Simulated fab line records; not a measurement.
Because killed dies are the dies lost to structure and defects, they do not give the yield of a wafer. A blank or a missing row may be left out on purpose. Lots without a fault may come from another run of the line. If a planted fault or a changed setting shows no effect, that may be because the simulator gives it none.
fab line records    flow gf180mcu
record: lots: 6  wafers: 18  last-day: 34
route steps=602 shown HV_LDD@185
lots with no fault: from the same line, run without faults
start-h: the number of hours between the record's first day and the start of the first shown wafer of the lot    wait-h: hours since the lot's step before    " the same as in the row above    L1.1+2: a single row standing in for several wafers    - no value, or no start was given    * or withheld: withheld    < > ~ a bound
route shown NAME@n: a module of which the file shows steps, and the number in the route of the first    usual: the fault-free wafers' mean and standard deviation    same: alike in all rows    chamber/n: place in a boat    sites: readings site by site    _std_site: standard deviation across them    _edge_site: inner sites' mean taken away from outer sites' mean    radius-mm: how far each site lies from the wafer's centre    mask NAME#n: copy n    behind: tool/chamber where the wafer was last shaped    hold: why the lot was held/for how many hours/how that ended    device: names the non-switching transistor (n, p or np)    end of line: tests of these same wafers at the route's end    a step given without rows: its recipe and nothing more    killed: not the wafer's yield, but the dies lost to structure and defects at the first sort    map: a wafer's dies, x killed, . not, _ none there
set.NAME: the setting as run; set.NAME@STEP: as run at that earlier step    model.NAME: the simulator's own value behind a step, which no gauge read
lots seen at some steps along the route; tables by step, rows by wafer
services: the hour from which a tool's chamber was out of use, counted from the record's first day as start-h (under 0 if before that day), plus the number of hours and why
== steps ==
step: GF_HV_LDD_IMPLANT_09
recipe: species: As  energy-kev: 40  dose-cm2: 1e+14  tilt-deg: 7
step: GF_HV_LDD_STRIP_10
recipe: chemistry: O2/N2  power-w: 1400  pressure-mtorr: 1500  platen-temp-c: 250  o2-flow-sccm: 3000  n2-flow-sccm: 300  overash-fraction: 0.5
usual: drypump-motor-current-A: 5.7/0.39  heater-power-w: 331/25  oes-product-au: 0.716/0.0045  platen-temp-c: 250.01/0.17  strip-time-to-endpoint-s: 12.71/0.038
lot.wafer  tool             chamber  start-h  wait-h  drypump-motor-current-A  heater-power-w  oes-product-au  platen-temp-c  rf-hours-counter-h  strip-time-to-endpoint-s
L247.2     plasma-asher-02  0        228.94   0.1     5.4                      339             0.714           249.86         12                  12.74
L247.5     "                0        "        "       5.3                      341             0.717           250.08         -                   12.74
L247.6     "                1        "        "       5.7                      368             0.720           249.79         -                   12.72
L248.2     plasma-asher-02  1        235.89   0.1     5.7                      358             0.708           249.86         12                  12.72
L248.5     "                1        "        "       5.7                      369             0.723           249.83         -                   12.69
L248.6     "                0        "        "       5.4                      341             0.707           249.70         -                   12.72
L257.1     plasma-asher-04  0        310.01   0.1     5.3                      318             0.722           250.01         59                  12.73
L257.3     "                1        "        "       6.1                      338             0.714           250.10         -                   12.71
L257.6     "                1        "        "       6.1                      344             0.713           250.01         -                   12.71
L258.1     plasma-asher-02  0        315.71   0.1     5.3                      335             0.717           250.07         22                  12.73
L258.3     "                0        "        "       5.3                      344             0.722           250.25         -                   12.78
L258.6     "                0        "        "       5.3                      336             0.717           250.11         -                   12.72
L264.1     plasma-asher-02  0        356.64   0.1     5.3                      337             0.718           250.04         26                  12.61
L264.2     "                1        "        "       5.7                      361             0.710           249.76         26                  12.68
L264.5     "                0        "        "       5.3                      335             0.723           249.98         -                   12.60
L267.2     plasma-asher-02  1        379.41   0.1     5.7                      367             0.715           249.93         29                  12.72
L267.4     "                1        "        "       5.7                      361             0.714           250.11         -                   12.70
L267.5     "                1        "        "       5.7                      375             0.718           250.10         -                   12.71
step: GF_HV_LDD_TW_MEAS_11
usual: HV_LDD_TW: 2432/9.6
lot.wafer  tool           chamber  start-h  wait-h  HV_LDD_TW
L247.2     film-metro-04  -        229.05   0.1     2430
L247.5     "              -        "        "       2427
L247.6     "              -        "        "       2439
L248.2     film-metro-04  -        236.00   0.1     2420
L248.5     "              -        "        "       2429
L248.6     "              -        "        "       2425
L257.1     film-metro-01  -        310.11   0.1     2439
L257.3     "              -        "        "       2435
L257.6     "              -        "        "       2434
L258.1     film-metro-03  -        315.81   0.1     2429
L258.3     "              -        "        "       2427
L258.6     "              -        "        "       2428
L264.1     film-metro-01  -        356.74   0.1     2439
L264.2     "              -        "        "       2425
L264.5     "              -        "        "       2423
L267.2     film-metro-01  -        379.52   0.1     2422
L267.4     "              -        "        "       2435
L267.5     "              -        "        "       2425
step: GF_HV_LDD_DEHYDRATE_12
recipe: temp-c: 200  time-s: 60
step: GF_HV_LDD_HMDS_13
recipe: prime-time-s: 60  prime-temp-c: 120
step: GF_HV_LDD_COAT_14
recipe: resist: NOVOLAK  spin-rpm: 3000  resist-thk-nm: 1000
step: GF_HV_LDD_SOFTBAKE_15
recipe: temp-c: 90  time-s: 60  resist: NOVOLAK
step: GF_HV_LDD_EXPOSE_16
recipe: mask-id: Pplus_LV_AREA  target-cd-nm: 400  na: 0.6  source-shape: conventional  sigma-outer: 0.6  dose-mj: 140
step: GF_HV_LDD_PEB_17
recipe: temp-c: withheld  time-s: *  resist: NOVOLAK
step: GF_HV_LDD_DEVELOP_18
recipe: develop-time-s: 60  dev-temp-c: 23
step: GF_HV_LDD_CD_MEAS_19
recipe: target-cd-nm: 400
usual: cd-nm: 399.6/2.4
lot.wafer  tool       chamber  start-h  wait-h  cd-nm
L247.2     cd-sem-01  -        246.96   0.1     397.3
L247.5     "          -        "        "       399.2
L247.6     "          -        "        "       399.2
L248.2     cd-sem-01  -        254.45   0.1     400.5
L248.5     "          -        "        "       400.9
L248.6     "          -        "        "       398.8
L257.1     cd-sem-01  -        330.93   0.1     398.0
L257.3     "          -        "        "       399.6
L257.6     "          -        "        "       398.5
L258.1     cd-sem-02  -        336.83   0.1     401.0
L258.3     "          -        "        "       401.2
L258.6     "          -        "        "       401.8
L264.1     cd-sem-01  -        378.80   0.1     398.8
L264.2     "          -        "        "       397.9
L264.5     "          -        "        "       398.3
L267.2     cd-sem-02  -        401.87   0.1     400.5
L267.4     "          -        "        "       399.8
L267.5     "          -        "        "       401.5
step: GF_HV_LDD_OVL_MEAS_20
usual: HV_LDD_01_OVL: 0.7/1.2
lot.wafer  tool        chamber  start-h  wait-h  HV_LDD_01_OVL[nm]
L247.2     overlay-01  -        247.06   0.1     -1.0
L247.5     "           -        "        "       -0.5
L247.6     "           -        "        "       -2.0
L248.2     overlay-02  -        254.56   0.1     2.2
L248.5     "           -        "        "       -0.9
L248.6     "           -        "        "       2.9
L257.1     overlay-02  -        331.05   0.1     0.5
L257.3     "           -        "        "       -0.1
L257.6     "           -        "        "       -0.7
L258.1     overlay-01  -        336.95   0.1     -0.3
L258.3     "           -        "        "       -2.8
L258.6     "           -        "        "       -0.7
L264.1     overlay-02  -        378.92   0.1     0.1
L264.2     "           -        "        "       1.9
L264.5     "           -        "        "       0.6
L267.2     overlay-01  -        401.98   0.1     1.6
L267.4     "           -        "        "       1.9
L267.5     "           -        "        "       3.3
step: GF_HV_LDD_IMPLANT_21
recipe: species: BF2  energy-kev: 25  dose-cm2: 5e+13  tilt-deg: 7
usual: beam-energy-keV: 25.001/0.008  beam-on-s: 10.00/0.18  dose-ions-cm2: 4.999e+13/5.5e+10  tilt-deg: 7.006/0.021
lot.wafer  tool          chamber  start-h  wait-h  beam-energy-keV  beam-on-s  dose-ions-cm2  tilt-deg
L247.2     implanter-02  -        247.12   0.0     -                -          -              -
L247.5     "             -        "        "       -                -          -              -
L247.6     "             -        "        "       -                -          -              -
L248.2     implanter-03  -        254.61   0.0     -                -          -              -
L248.5     "             -        "        "       -                -          -              -
L248.6     "             -        "        "       -                -          -              -
L257.1     implanter-02  0        331.09   0.0     24.997           9.76       4.997e+13      7.020
L257.3     "             0        "        "       25.003           9.87       5.006e+13      7.013
L257.6     "             0        "        "       25.012           9.97       5.002e+13      7.013
L258.1     implanter-02  0        336.99   0.0     24.999           9.84       4.99e+13       6.992
L258.3     "             0        "        "       24.999           9.90       5.005e+13      7.004
L258.6     "             0        "        "       25.005           10.28      5e+13          7.037
L264.1     implanter-04  0        378.98   0.1     24.998           9.84       4.989e+13      6.979
L264.2     "             0        "        "       25.011           10.14      5.003e+13      6.971
L264.5     "             0        "        "       25.000           10.10      4.992e+13      6.952
L267.2     implanter-02  0        402.04   0.0     25.001           10.00      4.998e+13      7.013
L267.4     "             0        "        "       25.008           10.17      5.002e+13      7.000
L267.5     "             0        "        "       25.004           9.82       5.006e+13      7.023
step: GF_HV_LDD_STRIP_22
recipe: chemistry: O2/N2  power-w: 1400  pressure-mtorr: 1500  platen-temp-c: 250  o2-flow-sccm: 3000  n2-flow-sccm: 300  overash-fraction: 0.5
usual: drypump-motor-current-A: 5.7/0.37  heater-power-w: 332/20  oes-product-au: 0.716/0.0044  platen-temp-c: 250.02/0.2  strip-time-to-endpoint-s: 12.64/0.036
lot.wafer  tool             chamber  start-h  wait-h  drypump-motor-current-A  heater-power-w  oes-product-au  platen-temp-c  rf-hours-counter-h  strip-time-to-endpoint-s
L247.2     plasma-asher-02  0        247.24   0.1     5.4                      340             0.714           249.88         14                  12.58
L247.5     "                0        "        "       5.4                      330             0.722           249.85         -                   12.63
L247.6     "                1        "        "       5.7                      361             0.716           250.13         -                   12.60
L248.2     plasma-asher-03  1        254.74   0.1     6.4                      336             0.718           250.19         68                  12.60
L248.5     "                1        "        "       6.4                      334             0.718           250.08         -                   12.62
L248.6     "                0        "        "       5.5                      288             0.717           250.02         -                   12.61
L257.1     plasma-asher-04  0        331.24   0.1     5.3                      311             0.718           249.75         61                  12.58
L257.3     "                1        "        "       6.1                      331             0.718           250.38         -                   12.59
L257.6     "                1        "        "       6.1                      328             0.720           250.27         -                   12.56
L258.1     plasma-asher-03  0        337.14   0.1     5.5                      282             0.716           249.62         77                  12.66
L258.3     "                1        "        "       6.4                      346             0.712           250.10         -                   12.65
L258.6     "                0        "        "       5.5                      290             0.719           249.78         -                   12.65
L264.1     plasma-asher-04  0        379.13   0.1     5.3                      317             0.723           249.59         66                  12.57
L264.2     "                1        "        "       6.1                      335             0.722           250.24         66                  12.59
L264.5     "                0        "        "       5.3                      318             0.711           249.91         -                   12.58
L267.2     plasma-asher-04  1        402.16   0.1     6.1                      340             0.715           250.06         68                  12.71
L267.4     "                0        "        "       5.3                      314             0.714           249.86         -                   12.69
L267.5     "                1        "        "       6.1                      343             0.723           250.34         -                   12.67
step: GF_HV_LDD_TW_MEAS_23
usual: HV_LDD_2_TW: 1065/4.9
lot.wafer  tool           chamber  start-h  wait-h  HV_LDD_2_TW
L247.2     film-metro-04  -        247.35   0.1     30
L247.5     "              -        "        "       30
L247.6     "              -        "        "       30
L248.2     film-metro-03  -        254.85   0.1     30
L248.5     "              -        "        "       30
L248.6     "              -        "        "       30
L257.1     film-metro-04  -        331.34   0.1     1060
L257.3     "              -        "        "       1066
L257.6     "              -        "        "       1067
L258.1     film-metro-03  -        337.24   0.1     1070
L258.3     "              -        "        "       1070
L258.6     "              -        "        "       1069
L264.1     film-metro-04  -        379.23   0.1     1062
L264.2     "              -        "        "       1057
L264.5     "              -        "        "       1059
L267.2     film-metro-04  -        402.27   0.1     1069
L267.4     "              -        "        "       1063
L267.5     "              -        "        "       1071
step: GF_HV_LDD_DEHYDRATE_24
recipe: temp-c: 200  time-s: 60
== services ==
tool             chamber  start-h  hours  kind
plasma-asher-03  -        286.57   3.1    repair
implanter-04     -        291.11   10.7   repair
implanter-04     -        299.93   1.7    repair
implanter-02     -        300.41   1.9    repair
plasma-asher-04  -        301.47   2.8    pm
implanter-03     -        320.30   3.2    repair
implanter-03     -        339.59   1.1    repair
implanter-04     -        342.36   4.3    pm
implanter-02     -        363.28   28.5   repair
implanter-02     -        383.48   0.7    repair
== key ==
first-sign: step: GF_HV_LDD_IMPLANT_21  reading: tool-record  direction: missing
effect: step: GF_HV_LDD_TW_MEAS_23  reading: HV_LDD_2_TW  direction: down  sigmas: 99+  usual: 1065  struck: 30
met-at GF_HV_LDD_IMPLANT_21
struck-wafers L247.2,L247.5,L247.6,L248.2,L248.5,L248.6
later-rows-left-out L247.2,L247.5,L247.6,L248.2,L248.5,L248.6
sort-left-out L247.2,L247.5,L247.6,L248.2,L248.5,L248.6
tester-left-out L247,L248
fault: kind: skipped-step-whole  tool: implanter-02,implanter-03  chamber: -  onset-h: 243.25  steps: GF_HV_LDD_IMPLANT_21  scope: struck-lots-only
tester-left-out: of these lots the tester's yield and bins aren't shown, on N5 and GAA mostly nor the transistor test; their killed dies are dies lost to structure and defects alone, not to doping, threshold or leakage, so they don't give the yield
sort-left-out: the simulated sort isn't trusted on such a fault, so these wafers' sort isn't shown, and their yield isn't known
later-rows-left-out: the simulator's readings of these wafers behind a module that went badly wrong aren't trusted and aren't shown, but for the sort
